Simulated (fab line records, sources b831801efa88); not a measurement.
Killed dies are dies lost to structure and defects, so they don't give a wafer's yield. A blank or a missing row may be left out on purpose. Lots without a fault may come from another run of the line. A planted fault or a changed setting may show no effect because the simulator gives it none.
Problem report in the 8D (eight disciplines) form, filled by code | flow gf180mcu | the parts of the form that need people (team, actions taken, sign-off) are left out

1. THE PROBLEM
NSD_RS at GF_PSD_RS_MEAS_14 reads a mean of 44.71 ohm/sq on 9 wafers of 3 lots; wafers without a fault read 46.10 ohm/sq with a standard deviation of 0.082. That is -17 standard deviations from the usual mean.
The step: measures by four-point-probe.
First seen on wafer L337.2, day 19 17:11, on film_metro-02. The record holds 33 wafers of 11 lots with a number at this step. Rule for "out", or "out of limits": more than 4 standard deviations from the usual mean. The other wafers with a number count as sound.

2. WHAT IT IS AND WHAT IT IS NOT
question                    | is                                          | is not
which readings at this step | NSD_RS                                      | -
which lots                  | L336, L337, L340                            | L325, L330, L332, L334, L338, L339, L341, L345
which wafers of those lots  | all that have a number                      | -
read on which gauges        | film_metro-01, film_metro-02, film_metro-04 | -
when                        | from day 19 17:11                           | up to then (12 sound wafers); but 12 sound wafers of L338, L339, L341, L345 came after

3. SUSPECTS, AND WHAT RULES EACH OUT
Counting: a tool at a process step up to the reading stays a suspect if it ran every lot that is out and no sound lot after the first of them.
- the gauge at GF_PSD_RS_MEAS_14: ruled out. The wafers that are out were read on 3 gauges (film_metro-01, film_metro-02, film_metro-04).
- implanter-01 at GF_NSD_IMPLANT_09: kept. It ran every lot that is out, first L337 (day 18 15:49), and no sound lot after that; its last sound lot up to then is L334 (day 17 10:51). Its own readings are out on those wafers: beam_on_s.
Left after counting: implanter-01 at GF_NSD_IMPLANT_09.

4. THE CAUSE (what the simulator had put in)
Process parameter drift: implanter-01, from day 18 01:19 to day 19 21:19, at GF_NSD_IMPLANT_09. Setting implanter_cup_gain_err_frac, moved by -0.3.
Counting left only this tool.

5. THE CHAIN OF EFFECTS, in route order
Each row: a reading whose mean over the struck wafers that have a number lies more than 3 standard deviations from the usual. Only readings for which the record gives a usual standard deviation are gone through. hours: the time from each lot's start at the first step in this table that gives one to its start at this step, as a median over the lots. sigmas: the change in usual standard deviations.
hours | step              | reading                  | usual        | on struck wafers | change | sigmas
0     | GF_NSD_IMPLANT_09 | beam_on_s                | 18.9 s       | 27.4             | +8.5   | +4.5
0     | GF_NSD_IMPLANT_09 | faraday_current_uA       | 11700        | 8022             | -3678  | -3.1
0     | GF_NSD_STRIP_11   | strip_time_to_endpoint_s | 22.99 s      | 23.86            | +0.87  | +21
25    | GF_PSD_RS_MEAS_14 | NSD_RS                   | 46.10 ohm/sq | 44.71            | -1.39  | -17
The process steps in it:
- GF_NSD_IMPLANT_09
- GF_NSD_STRIP_11: strips in O2/N2.

6. WHAT WOULD HAVE CAUGHT IT SOONER
In this record the first reading out of limits at a measuring or inspecting step was taken at day 19 17:11, 40 hours after the fault began at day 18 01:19.
The tool's own readings at GF_NSD_IMPLANT_09 were out on every struck wafer that the step has a row for (beam_on_s): an alarm limit on them would have fired on the first of those.
All the lots that are out (3) had begun GF_NSD_IMPLANT_09 on implanter-01 by day 19 17:11. A hold on the tool at that time would have spared none of them.
